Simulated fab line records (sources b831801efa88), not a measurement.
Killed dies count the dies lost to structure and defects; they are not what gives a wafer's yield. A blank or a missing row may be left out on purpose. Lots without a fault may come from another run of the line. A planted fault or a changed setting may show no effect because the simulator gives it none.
One fault seen from 2 desks	flow sky130	numbers are kept per desk, each desk with only its own; the story behind them comes last

TOOL OWNER'S DESK, implanter-01
SKY_SD_N_IMPLANT_09, tool's own readings: per-lot mean of the sampled wafers with a number, covering each lot this tool ran. If a lot's mean is further than 4 standard deviations from the usual mean, the lot is out of limits and carries the mark OUT (the distance appears in the brackets).
Columns: A = beamEnergyKeV at SKY_SD_N_IMPLANT_09, usual 50.004; B = beamOnS at SKY_SD_N_IMPLANT_09, usual 20.3 s; C = doseIonsCm2 at SKY_SD_N_IMPLANT_09, usual 4e+15; D = faradayCurrentUA at SKY_SD_N_IMPLANT_09, usual 10825
lot	first seen here	A	B	C	D
L596	day 30 13:55	49.978	20.2	4e+15	10874
L603	day 32 22:40	49.983	27.7 (+14) OUT	6e+15 (+99 or more) OUT	11133
L604	day 33 08:21	49.986	28.0 (+15) OUT	6e+15 (+99 or more) OUT	11026
L606	day 34 03:09	50.000	28.2 (+15) OUT	6e+15 (+99 or more) OUT	10952
This desk finds L603, L604, L606 out of limits, L603 being first, at day 32 22:40 (beamOnS at SKY_SD_N_IMPLANT_09). L596: within limits.

FROM THE METROLOGY DESK
What the gauges read, lot by lot, whatever tool the lot ran on: means of the sampled wafers that have a number. If a lot's mean is further than 4 standard deviations from the usual mean, the lot is out of limits and carries the mark OUT (the distance appears in the brackets).
Columns: A = SD_N_RS at SKY_SD_N_RS_MEAS_16, usual 68.51 ohm/sq
lot	first seen here	A
L591	day 28 22:25	68.51
L592	day 29 00:59	68.51
L595	day 30 06:48	68.49
L596	day 30 14:39	68.50
L603	day 32 23:22	65.93 (-23) OUT
L604	day 33 09:01	66.06 (-22) OUT
L606	day 34 03:50	66.05 (-22) OUT
L609	day 34 20:40	68.50
L610	day 34 23:35	68.39
L611	day 35 10:37	68.60
This desk finds L603, L604, L606 out of limits, with the earliest case on L603 at day 32 23:22 (SD_N_RS at SKY_SD_N_RS_MEAS_16). L591, L592, L595, L596, L609, L610, L611: within limits.

ALL TOGETHER
The tool owner's desk could have raised an alarm at day 32 22:40, on L603, L604, L606.
On L603, L604, L606, the metrology desk was in a position to raise an alarm at day 32 23:22.
Of the lots named, all ran SKY_SD_N_IMPLANT_09 on implanter-01.

WHAT WAS PUT IN BY THE SIMULATOR
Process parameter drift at SKY_SD_N_IMPLANT_09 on implanter-01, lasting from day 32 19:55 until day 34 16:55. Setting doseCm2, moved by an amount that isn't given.
Shown lots that were struck: L603, L604, L606.
Fault start to first reading out of limits, in hours, per desk: tool owner, 3; metrology, 3.
